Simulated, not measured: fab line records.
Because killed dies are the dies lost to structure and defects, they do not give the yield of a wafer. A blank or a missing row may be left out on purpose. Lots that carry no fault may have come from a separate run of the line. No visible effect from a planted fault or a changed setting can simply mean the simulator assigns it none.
Struck lot and sound lot, side by side	flow sfqLine	16 out of 325 route steps
Sound: these wafers, L453.2, L453.4, L453.6. Wafers struck: L464.3, L464.6. The cause is given at the end.
Each step with rows lists, per side, the tool, then ch with its chambers, then its first start. Under that, the readings that differ: sound wafers	struck wafers	difference of the means	sigmas: that difference in standard deviations of wafers without a fault.
alike: same words and numbers on both sides, and readings whose means sit less than 2 such deviations apart. not compared: any withheld reading, any reading some wafer has no value for, any bound like >300 that may hide the same value, and any number with overlapping values for which the record gives no deviation.
Wherever a step has rows on one side only, a row that says differs or no value, or a row with sigmas, the two part there. Non-overlapping numbers with no deviation appear without sigmas and do not part them. A reading missing from all wafers of one side parts the sides only when that side holds two or more wafers.

SFQ_TRILAYER_I7_VIA_STRIP_STRIP_191: strips in O2.
  sound on rieMetal-01 ch 0,1, day 71 17:25; struck on rieMetal-03 ch 1, day 78 06:41
reading	sound	struck	difference	sigmas
oesProductAu (a.u.)	1.002 1.009 0.988	1.017 1.025	+0.021	+2
  alike: drypumpMotorCurrentA
  not compared: rfHoursCounterH
then, 8 steps without rows for these wafers: SFQ_TRILAYER_I7_VIA_STRIP_SOLV_CLEAN_192 (cleans in NMP, time 600 s); SFQ_TRILAYER_M8_LITHO_LOR_COAT_197; SFQ_TRILAYER_M8_LITHO_LOR_BAKE_198; SFQ_TRILAYER_M8_LITHO_COAT_193 (resist thk 600 nm); SFQ_TRILAYER_M8_LITHO_SOFTBAKE_199; SFQ_TRILAYER_M8_LITHO_EXPOSE_194 (exposes mask M8, target cd 2000 nm); SFQ_TRILAYER_M8_LITHO_PEB_196 (peb time 60 s); SFQ_TRILAYER_M8_LITHO_DEVELOP_195 (img clear 15 s, time 55 s).
-- the record jumps here: 3 days lie between the struck wafers' starts before and after --
SFQ_M8_OVL_MEAS_948:
  sound: overlay-02 at day 74 23:30; struck: overlay-02 at day 81 05:18
  alike: M8_OVL
then, 2 steps without rows for these wafers: SFQ_TRILAYER_M8_DEP_EVAP_197 (material Ti, target thk 20 nm, time 100 s); SFQ_TRILAYER_M8_DEP_EVAP_198 (material Pt, target thk 50 nm, time 250 s).
SFQ_TRILAYER_M8_DEP_EVAP_196: material Au, target thk 180 nm, time 900 s.
  sound: pvdSputter-02 at day 74 23:46; struck: pvdSputter-02 at day 81 05:33
reading	sound	struck	difference	sigmas
model.Au_of_TRILAYER_M8_DEP_EVAP_196.thkNm (nm)	175.2 178.6 177.9	167.2 168.2	-9.5	
SFQ_M8_RS_MEAS_949: measurement is done with a four-point probe.
  sound: filmMetro-01 at day 75 00:17; struck: filmMetro-02 at day 81 06:23
reading	sound	struck	difference	sigmas
M8_AU_RS (ohm/sq)	0.1577 0.1548 0.1552	0.1651 0.1643	+0.0088	+5
  not compared: hold
SFQ_M8_THK_MEAS_950: measures by xrf.
  sound: filmMetro-01 at day 75 00:24; struck: filmMetro-02 at day 81 07:43
reading	sound	struck	difference	sigmas
M8_AU_THK (nm)	177.2 180.6 179.4	169.5 171.3	-8.7	-3
  not compared: hold
SFQ_M8_BOW_MEAS_951:
  sound: filmMetro-03 at day 75 00:39; struck: filmMetro-01 at day 81 11:04
reading	sound	struck	difference	sigmas
hold	- - -	awaitDispo/3.7h/release awaitDispo/3.7h/release	no value on the sound wafers	
M8_BOW (um)	7 -9 2	- -	no value on the struck wafers	
model.etest.m8.ohmSq	0.1576 0.1546 0.1551	0.1651 0.1641	+0.0088	

WHERE THEY PART
Earliest at SFQ_TRILAYER_I7_VIA_STRIP_STRIP_191; latest, in this record, at SFQ_M8_BOW_MEAS_951.

WHY: whatever the simulator had introduced
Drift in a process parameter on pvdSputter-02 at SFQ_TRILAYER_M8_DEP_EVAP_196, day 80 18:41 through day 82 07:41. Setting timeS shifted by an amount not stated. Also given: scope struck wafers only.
